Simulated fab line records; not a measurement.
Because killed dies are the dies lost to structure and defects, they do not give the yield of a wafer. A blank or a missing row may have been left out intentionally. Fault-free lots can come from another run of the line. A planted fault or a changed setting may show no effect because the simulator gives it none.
Chamber matching | flow gf180mcu | GF_MIM_CVD_05 on pecvd-04: 3 sister chambers
The step deposits Si3N4, target thk 42 nm, time 29.086 s. 6 wafers are shown with their chamber, then 7 later ones without.

== EACH WAFER AND ITS CHAMBER ==
wafer  | chamber | heaterPowerW (W)
L764.4 | 0       | 594
L765.2 | 1       | 658
L766.4 | 2       | 688
L766.6 | 1       | 707
L770.2 | 2       | 665
L770.3 | 0       | 540

== WAFERS WITH NO CHAMBER GIVEN ==
wafer  | heaterPowerW (W)
L770.6 | 570
L772.3 | 595
L772.4 | 666
L772.5 | 661
L774.1 | 604
L774.2 | 584
L774.6 | 601

== CHAMBER TAKEN BY EACH ==
wafer  | from the rows above          | in truth
L770.6 | 0                            | 0
L772.3 | can't be placed: 0 or 2 or 1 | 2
L772.4 | can't be placed: 2 or 1      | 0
L772.5 | can't be placed: 2 or 1      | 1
L774.1 | can't be placed: 0 or 2 or 1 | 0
L774.2 | 0                            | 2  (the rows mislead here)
L774.6 | can't be placed: 0 or 2 or 1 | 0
Correct placement for 1 of the 7. These rows do not allow placing 5 (true chamber among the candidates in 4). Placed wrongly: 1.
How it was worked out, from the rows above alone: a wafer's distance from a chamber is the root of the sum, over the readings, of the square of ((its reading less the chamber's mean) divided by the reading's scatter). If the next closest chamber is less than 2 further off than the closest, the wafer can't be placed; otherwise it belongs to the closest. Each chamber's mean is taken over the wafers shown for it. The scatter: take each reading less its chamber's mean, square it, sum over the shown wafers, divide by the number of wafers less the number of chambers, and take the root.
